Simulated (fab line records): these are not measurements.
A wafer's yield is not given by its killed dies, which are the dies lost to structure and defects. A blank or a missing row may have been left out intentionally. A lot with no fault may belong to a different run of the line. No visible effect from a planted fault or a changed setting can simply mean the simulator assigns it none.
Matching of chambers | flow sky130 | cmp-02 running SKY_VIA2_CMP_02: 4 sister chambers
The step polishes SiO2. 4 wafers are shown with their chamber, then 9 later ones without.

EACH WAFER AND ITS CHAMBER
wafer  | chamber | motorCurrentA (A)
L091.1 | 1       | 11.7
L092.3 | 2       | 12.4
L092.5 | 3       | 13.3
L092.6 | 0       | 12.7

WAFERS WITH NO CHAMBER GIVEN
wafer  | motorCurrentA (A)
L094.3 | 12.5
L094.4 | 11.0
L094.6 | 12.0
L095.1 | 12.2
L095.4 | 12.9
L095.6 | 11.9
L096.1 | 11.7
L096.2 | 13.0
L096.5 | 12.0

WHICH CHAMBER EACH WENT THROUGH
wafer  | from the rows above          | in truth
L094.3 | can't be placed: 2 or 0      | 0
L094.4 | 1                            | 1
L094.6 | can't be placed: 1 or 2 or 0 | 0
L095.1 | can't be placed: 2 or 0 or 1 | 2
L095.4 | can't be placed: 0 or 3 or 2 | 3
L095.6 | can't be placed: 1 or 2 or 0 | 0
L096.1 | 1                            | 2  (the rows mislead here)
L096.2 | can't be placed: 0 or 3 or 2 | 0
L096.5 | can't be placed: 1 or 2 or 0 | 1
Correct placement for 1 of the 9. Can't be placed from these rows: 7 (the true chamber is among the candidates in 7). 1 placed wrongly.
How it was worked out, from the rows above alone: a wafer's distance from a chamber is the root of the sum, over the readings, of the square of ((its reading less the chamber's mean) divided by the reading's scatter). If the next closest chamber is less than 2 further off than the closest, the wafer can't be placed; otherwise it belongs to the closest. For every chamber, the mean is computed from those of its wafers that are shown. The scatter (one wafer shown for each chamber): square how far every hidden wafer sits from the nearest shown wafer, average those squares and take the square root.
